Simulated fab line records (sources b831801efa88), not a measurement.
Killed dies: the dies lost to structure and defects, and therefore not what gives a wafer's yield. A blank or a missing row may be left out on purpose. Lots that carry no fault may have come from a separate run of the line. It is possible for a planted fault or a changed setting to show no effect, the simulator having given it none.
Which tool was responsible? || flow gf180mcu || Sampling: 13 lots, 39 wafers, 5 of 602 route steps

## WHAT EACH GAUGE READ, for each wafer
GF_DUAL_GATE_THK_MEAS_03.
{"lot": "L997", "measured": "day 7 15:54", "on": "film_metro-03", "DUAL_GATE_OXIDATION_00_THK (nm)": "10.95 11.01 10.73"}
{"lot": "L998", "measured": "day 7 21:46", "on": "film_metro-03", "DUAL_GATE_OXIDATION_00_THK (nm)": "10.96 10.85 10.82"}
{"lot": "L100", "measured": "day 8 13:46", "on": "film_metro-03", "DUAL_GATE_OXIDATION_00_THK (nm)": "10.76 10.71 10.62"}
{"lot": "L101", "measured": "day 9 02:44", "on": "film_metro-03", "DUAL_GATE_OXIDATION_00_THK (nm)": "11.11 11.05 10.95"}
{"lot": "L105", "measured": "day 10 01:58", "on": "film_metro-04", "DUAL_GATE_OXIDATION_00_THK (nm)": "11.27 11.07 11.06"}
{"lot": "L106", "measured": "day 10 08:54", "on": "film_metro-04", "DUAL_GATE_OXIDATION_00_THK (nm)": "10.93 10.97 11.08"}
{"lot": "L107", "measured": "day 10 14:22", "on": "film_metro-03", "DUAL_GATE_OXIDATION_00_THK (nm)": "10.89 11.28 11.26"}
{"lot": "L108", "measured": "day 10 20:17", "on": "film_metro-04", "DUAL_GATE_OXIDATION_00_THK (nm)": "10.75 10.64 10.61"}
{"lot": "L109", "measured": "day 11 03:03", "on": "film_metro-03", "DUAL_GATE_OXIDATION_00_THK (nm)": "11.07 11.12 10.75"}
{"lot": "L114", "measured": "day 12 14:52", "on": "film_metro-03", "DUAL_GATE_OXIDATION_00_THK (nm)": "10.99 10.87 11.01"}
{"lot": "L118", "measured": "day 13 11:14", "on": "film_metro-04", "DUAL_GATE_OXIDATION_00_THK (nm)": "10.97 10.67 10.78"}
{"lot": "L119", "measured": "day 13 19:21", "on": "film_metro-04", "DUAL_GATE_OXIDATION_00_THK (nm)": "10.99 10.90 11.00"}
{"lot": "L120", "measured": "day 14 05:55", "on": "film_metro-01", "DUAL_GATE_OXIDATION_00_THK (nm)": "10.88 10.78 10.98"}

GF_POLY_GATE_CD_MEAS_10: target cd 280 nm.
{"lot": "L997", "measured": "day 9 04:02", "on": "cd_sem-01", "cd_nm (nm)": "279.2 279.7 279.2"}
{"lot": "L998", "measured": "day 9 10:54", "on": "cd_sem-01", "cd_nm (nm)": "279.8 278.9 280.4"}
{"lot": "L100", "measured": "day 10 03:21", "on": "cd_sem-02", "cd_nm (nm)": "278.7 278.4 279.0"}
{"lot": "L101", "measured": "day 10 16:32", "on": "cd_sem-01", "cd_nm (nm)": "281.3 280.5 279.4"}
{"lot": "L105", "measured": "day 11 17:35", "on": "cd_sem-01", "cd_nm (nm)": "278.3 277.7 278.0"}
{"lot": "L106", "measured": "day 12 01:32", "on": "cd_sem-01", "cd_nm (nm)": "279.6 279.7 281.3"}
{"lot": "L107", "measured": "day 12 07:51", "on": "cd_sem-02", "cd_nm (nm)": "279.5 278.9 278.8"}
{"lot": "L108", "measured": "day 12 14:14", "on": "cd_sem-01", "cd_nm (nm)": "280.4 281.2 281.9"}
{"lot": "L109", "measured": "day 12 21:04", "on": "cd_sem-01", "cd_nm (nm)": "266.6 267.2 266.1"}
{"lot": "L114", "measured": "day 14 09:34", "on": "cd_sem-02", "cd_nm (nm)": "280.1 279.2 279.6"}
{"lot": "L118", "measured": "day 15 09:23", "on": "cd_sem-01", "cd_nm (nm)": "280.4 279.4 280.1"}
{"lot": "L119", "measured": "day 15 16:35", "on": "cd_sem-01", "cd_nm (nm)": "280.0 279.7 280.7"}
{"lot": "L120", "measured": "day 16 02:37", "on": "cd_sem-01", "cd_nm (nm)": "279.6 280.2 280.4"}

GF_POLY_GATE_OVL_MEAS_11.
{"lot": "L997", "measured": "day 9 04:09", "on": "overlay-01", "POLY_GATE_OVL (nm)": "7 1 -1"}
{"lot": "L998", "measured": "day 9 11:01", "on": "overlay-02", "POLY_GATE_OVL (nm)": "1 1 8"}
{"lot": "L100", "measured": "day 10 03:28", "on": "overlay-01", "POLY_GATE_OVL (nm)": "-3 -2 0"}
{"lot": "L101", "measured": "day 10 16:37", "on": "overlay-01", "POLY_GATE_OVL (nm)": "-2 0 -11"}
{"lot": "L105", "measured": "day 11 17:42", "on": "overlay-02", "POLY_GATE_OVL (nm)": "-3 -3 0"}
{"lot": "L106", "measured": "day 12 01:39", "on": "overlay-02", "POLY_GATE_OVL (nm)": "-3 -4 1"}
{"lot": "L107", "measured": "day 12 07:58", "on": "overlay-01", "POLY_GATE_OVL (nm)": "5 1 7"}
{"lot": "L108", "measured": "day 12 14:21", "on": "overlay-02", "POLY_GATE_OVL (nm)": "0 5 -8"}
{"lot": "L109", "measured": "day 12 21:11", "on": "overlay-02", "POLY_GATE_OVL (nm)": "10 5 4"}
{"lot": "L114", "measured": "day 14 09:41", "on": "overlay-01", "POLY_GATE_OVL (nm)": "-8 3 -9"}
{"lot": "L118", "measured": "day 15 09:30", "on": "overlay-01", "POLY_GATE_OVL (nm)": "3 -6 7"}
{"lot": "L119", "measured": "day 15 16:41", "on": "overlay-01", "POLY_GATE_OVL (nm)": "1 5 3"}
{"lot": "L120", "measured": "day 16 02:44", "on": "overlay-02", "POLY_GATE_OVL (nm)": "-2 -1 2"}

## WHAT TOOL EACH LOT RAN ON (gives the tool, then ch and the chambers of the sampled wafers, and finally the start)
{"lot": "L997", "GF_VT_IMPLANT_RTA_45": "rtp_anneal-01 ch 0, day 7 13:41", "GF_POLY_GATE_EXPOSE_07": "krf_scanner-01 ch 0, day 8 19:51"}
{"lot": "L998", "GF_VT_IMPLANT_RTA_45": "rtp_anneal-01 ch 0, day 7 19:28", "GF_POLY_GATE_EXPOSE_07": "krf_scanner-02 ch 0, day 9 02:24"}
{"lot": "L100", "GF_VT_IMPLANT_RTA_45": "rtp_anneal-02 ch 0, day 8 10:53", "GF_POLY_GATE_EXPOSE_07": "krf_scanner-02 ch 0, day 9 18:45"}
{"lot": "L101", "GF_VT_IMPLANT_RTA_45": "rtp_anneal-01 ch 0, day 9 00:32", "GF_POLY_GATE_EXPOSE_07": "krf_scanner-01 ch 0, day 10 07:31"}
{"lot": "L105", "GF_VT_IMPLANT_RTA_45": "rtp_anneal-02 ch 0, day 9 23:19", "GF_POLY_GATE_EXPOSE_07": "krf_scanner-01 ch 0, day 11 08:30"}
{"lot": "L106", "GF_VT_IMPLANT_RTA_45": "rtp_anneal-02 ch 0, day 10 05:38", "GF_POLY_GATE_EXPOSE_07": "krf_scanner-01 ch 0, day 11 16:17"}
{"lot": "L107", "GF_VT_IMPLANT_RTA_45": "rtp_anneal-02 ch 0, day 10 12:04", "GF_POLY_GATE_EXPOSE_07": "krf_scanner-02 ch 0, day 11 22:23"}
{"lot": "L108", "GF_VT_IMPLANT_RTA_45": "rtp_anneal-01 ch 0, day 10 18:01", "GF_POLY_GATE_EXPOSE_07": "krf_scanner-01 ch 0, day 12 04:54"}
{"lot": "L109", "GF_VT_IMPLANT_RTA_45": "rtp_anneal-02 ch 0, day 11 00:26", "GF_POLY_GATE_EXPOSE_07": "krf_scanner-01 ch 0, day 12 12:41"}
{"lot": "L114", "GF_VT_IMPLANT_RTA_45": "rtp_anneal-02 ch 0, day 12 09:17", "GF_POLY_GATE_EXPOSE_07": "krf_scanner-02 ch 0, day 13 23:21"}
{"lot": "L118", "GF_VT_IMPLANT_RTA_45": "rtp_anneal-02 ch 0, day 13 09:02", "GF_POLY_GATE_EXPOSE_07": "krf_scanner-01 ch 0, day 14 22:02"}
{"lot": "L119", "GF_VT_IMPLANT_RTA_45": "rtp_anneal-02 ch 0, day 13 17:05", "GF_POLY_GATE_EXPOSE_07": "krf_scanner-01 ch 0, day 15 06:22"}
{"lot": "L120", "GF_VT_IMPLANT_RTA_45": "rtp_anneal-01 ch 0, day 14 01:49", "GF_POLY_GATE_EXPOSE_07": "krf_scanner-01 ch 0, day 15 15:52"}
- GF_VT_IMPLANT_RTA_45: time 30 s.
- GF_POLY_GATE_EXPOSE_07: exposes mask Poly2, target cd 280 nm.

## WHAT THE TOOLS THEMSELVES READ (means of the sampled wafers that have a number; where no wafer has one, the mark that the record gives instead)
GF_VT_IMPLANT_RTA_45.
{"lot": "L997", "tool": "rtp_anneal-01", "lamp_power_pct (%)": 36.0, "wafer_temp_C_max": 1058.1}
{"lot": "L998", "tool": "rtp_anneal-01", "lamp_power_pct (%)": 36.0, "wafer_temp_C_max": 1057.6}
{"lot": "L100", "tool": "rtp_anneal-02", "lamp_power_pct (%)": 30.9, "wafer_temp_C_max": 1053.2}
{"lot": "L101", "tool": "rtp_anneal-01", "lamp_power_pct (%)": 36.0, "wafer_temp_C_max": 1057.1}
{"lot": "L105", "tool": "rtp_anneal-02", "lamp_power_pct (%)": 30.9, "wafer_temp_C_max": 1052.9}
{"lot": "L106", "tool": "rtp_anneal-02", "lamp_power_pct (%)": 30.9, "wafer_temp_C_max": 1054.2}
{"lot": "L107", "tool": "rtp_anneal-02", "lamp_power_pct (%)": 30.9, "wafer_temp_C_max": 1053.7}
{"lot": "L108", "tool": "rtp_anneal-01", "lamp_power_pct (%)": 36.0, "wafer_temp_C_max": 1060.0}
{"lot": "L109", "tool": "rtp_anneal-02", "lamp_power_pct (%)": 30.8, "wafer_temp_C_max": 1054.3}
{"lot": "L114", "tool": "rtp_anneal-02", "lamp_power_pct (%)": 30.9, "wafer_temp_C_max": 1052.4}
{"lot": "L118", "tool": "rtp_anneal-02", "lamp_power_pct (%)": 30.9, "wafer_temp_C_max": 1053.5}
{"lot": "L119", "tool": "rtp_anneal-02", "lamp_power_pct (%)": 30.8, "wafer_temp_C_max": 1053.4}
{"lot": "L120", "tool": "rtp_anneal-01", "lamp_power_pct (%)": 36.0, "wafer_temp_C_max": 1057.2}

## THE ANSWER, worked out from the rows above alone
Rule: usual is defined by the lots themselves. The widest of any qualifying gaps counts: lots, ordered by their means at a reading, are off when they make up no more than a third of the lots, leave a main group of 4 or more, and stand apart from it by 3 or more times the standard deviation of that group's means. Not used: any main group whose means are identical at the precision the tables above print for the reading. A lot without any number at a reading at which 4 lots or more have one is off too. All remaining lots with rows at the step are treated as sound. After the gauges, taken in route order, come the tools' own readings; for these a lot's mean is taken, as printed above. At the first step where some lot is off, the reading lying furthest off is the one used; lots without a number count as furthest.
Off at GF_POLY_GATE_CD_MEAS_10 (cd_nm): L109. For the main group the mean is 279.7 nm and the standard deviation 0.8.
If a tool, at a process step before that reading, ran all the lots that are off and no sound lot after the first of them, it fits. Gauges at GF_POLY_GATE_CD_MEAS_10: tried the same way as those tools. None of those tried fits.

## WHAT THE SIMULATOR PUT IN
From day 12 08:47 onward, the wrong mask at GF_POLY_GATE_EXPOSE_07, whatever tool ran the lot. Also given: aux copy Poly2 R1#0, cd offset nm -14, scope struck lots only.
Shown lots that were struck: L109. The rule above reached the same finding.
